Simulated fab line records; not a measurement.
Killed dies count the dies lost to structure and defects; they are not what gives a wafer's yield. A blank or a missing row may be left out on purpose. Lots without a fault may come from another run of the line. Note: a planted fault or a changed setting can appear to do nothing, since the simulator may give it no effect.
Code-filled problem report in 8D (eight disciplines) form + flow gf180mcu + the parts of the form that need people (team, actions taken, sign-off) are left out

== 1. THE PROBLEM ==
Mean of strip_time_to_endpoint_s at GF_M5_STRIP_11: 9.99 s across 6 wafers in 2 lots; on wafers with no fault it is 7.54 s (standard deviation 0.052). Relative to the usual mean, that is a shift of +47 standard deviations.
The step: strips in O2/N2.
The first sign was on wafer L436.2 at day 30 15:16, on plasma_asher-03. The record has a number at this step for 42 wafers belonging to 14 lots. Rule for "out" (also "out of limits"): further than 4 standard deviations from the usual mean. All remaining wafers that have a number are taken as sound.

== 2. WHAT IT IS AND WHAT IT IS NOT ==
| question                    | is                                       | is not                                                                                       |
|-----------------------------|------------------------------------------|----------------------------------------------------------------------------------------------|
| which readings at this step | strip_time_to_endpoint_s, oes_product_au | drypump_motor_current_A, heater_power_w, o2_flow_sccm                                        |
| which lots                  | L436, L437                               | L422, L423, L424, L426, L427, L429, L434, L438, L439, L442, L443, L444                       |
| which wafers of those lots  | all that have a number                   | -                                                                                            |
| read on which tools         | plasma_asher-03, plasma_asher-04         | plasma_asher-01                                                                              |
| when                        | from day 30 15:16                        | up to then (21 sound wafers); but 15 sound wafers of L438, L439, L442, L443, L444 came after |

== 3. WHAT RULES OUT EACH SUSPECT ==
Counting: a tool at any process step up to the reading remains a suspect when it ran all the lots that are out and ran no sound lot after the first of those.
- rie_metal-02 at GF_M5_METAL_ETCH_10 (etches the open film in Cl2/BCl3, stops on SiO2, target depth 627.5 nm, time 104.6 s): ruled out as a lasting fault. The sound lots L442, L444 went through it after L436, its earliest lot that is out (day 30 15:05).
Left after counting: nothing in the record.

== 4. THE CAUSE (what the simulator had put in) ==
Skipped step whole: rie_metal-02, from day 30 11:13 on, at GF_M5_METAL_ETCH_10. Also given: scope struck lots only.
Counting ruled it out, wrongly: the rule takes a fault to strike every lot that its tool runs from its start on, and this one did not.

== 5. THE EFFECT CHAIN, in route order ==
Rows list readings where the struck wafers' mean (over those with a number) sits beyond 3 standard deviations from the usual. Only readings whose record carries a usual standard deviation are examined. hours: median over the lots of the time between each lot's start at the first step of this table that gives one and its start at this step. sigmas: the change, counted in usual standard deviations.
| hours | step           | reading                  | usual      | on struck wafers | change | sigmas |
|-------|----------------|--------------------------|------------|------------------|--------|--------|
| 0     | GF_M5_STRIP_11 | oes_product_au           | 0.544 a.u. | 0.646            | +0.102 | +20    |
| 0     | GF_M5_STRIP_11 | strip_time_to_endpoint_s | 7.54 s     | 9.99             | +2.45  | +47    |
The process steps in it:
- GF_M5_STRIP_11: strips in O2/N2.
Readings that are blank on the struck wafers while sound wafers have them: bcl3_flow_sccm at GF_M5_METAL_ETCH_10; bias_w at GF_M5_METAL_ETCH_10; drypump_motor_current_A at GF_M5_METAL_ETCH_10; oes_product_au at GF_M5_METAL_ETCH_10; throttle_valve_pct at GF_M5_METAL_ETCH_10.

== 6. WHAT WOULD HAVE CAUGHT IT SOONER ==
4 hours passed between the start of the fault at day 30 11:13 and the first reading out of limits in this record, taken at day 30 15:16.
At GF_M5_METAL_ETCH_10 the tool's readings are blank on the struck wafers, where sound wafers have them: an empty tool record is the first sign, and it was there at once.
